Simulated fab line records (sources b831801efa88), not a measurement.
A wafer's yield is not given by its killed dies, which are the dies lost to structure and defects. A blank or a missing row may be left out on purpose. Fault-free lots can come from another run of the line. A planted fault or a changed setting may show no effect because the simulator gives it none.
Which tool is to blame?	flow gf180mcu	Sampling: 6 lots, 18 wafers, 3 of 602 route steps

== WHAT THE GAUGES SHOWED, per wafer ==
GF_VT_IMPLANT_RS_MEAS_46: uses a four-point probe to measure.
lot	measured	on	MVSD_RS (ohm/sq)
L243	day 8 09:52	filmMetro-04	456.6 455.9 455.9
L245	day 8 23:07	filmMetro-01	458.0 458.5 458.5
L248	day 9 17:55	filmMetro-01	455.9 455.5 455.3
L257	day 12 06:35	filmMetro-01	455.1 454.0 454.9
L260	day 13 05:34	filmMetro-01	454.1 454.2 454.5
L263	day 14 06:20	filmMetro-01	458.1 457.0 457.6

== EACH LOT AND THE TOOL THAT RAN IT (in order: tool; ch and the chambers of the sampled wafers; start) ==
lot	GF_STI_ETCH_14	GF_MVSD_IMPLANT_08
L243	rieSi-02 ch 0,1,2, day 2 17:08	implanter-03 ch 0, day 5 04:40
L245	rieSi-01 ch 2,3, day 3 02:56	implanter-04 ch 0, day 5 14:52
L248	rieSi-02 ch 0,1,3, day 3 19:20	implanter-04 ch 0, day 6 08:13
L257	rieSi-01 ch 1,3, day 5 17:23	implanter-02 ch 0, day 8 12:36
L260	rieSi-02 ch 0,3, day 6 09:53	implanter-03 ch 0, day 9 08:40
L263	rieSi-02 ch 0,2,3, day 7 04:23	implanter-02 ch 0, day 10 05:34
- GF_STI_ETCH_14: etches Si in HBr/Cl2/O2, target depth 360 nm, time 102.9 s.
- GF_MVSD_IMPLANT_08

== THE ANSWER, worked out from the rows above alone ==
Rule: usual is defined by the lots themselves. The widest of any qualifying gaps counts: lots, ordered by their means at a reading, are off when they make up no more than a third of the lots, leave a main group of 4 or more, and stand apart from it by 3 or more times the standard deviation of that group's means. If all means in a main group match to the digits the tables above print for the reading, that group is not used. A lot without any number at a reading at which 4 lots or more have one is off too. The other lots that the step has rows for count as sound.
Across all readings shown, no lot is off: no conclusion can be drawn from this.

== WHAT HAD BEEN PUT IN BY THE SIMULATOR ==
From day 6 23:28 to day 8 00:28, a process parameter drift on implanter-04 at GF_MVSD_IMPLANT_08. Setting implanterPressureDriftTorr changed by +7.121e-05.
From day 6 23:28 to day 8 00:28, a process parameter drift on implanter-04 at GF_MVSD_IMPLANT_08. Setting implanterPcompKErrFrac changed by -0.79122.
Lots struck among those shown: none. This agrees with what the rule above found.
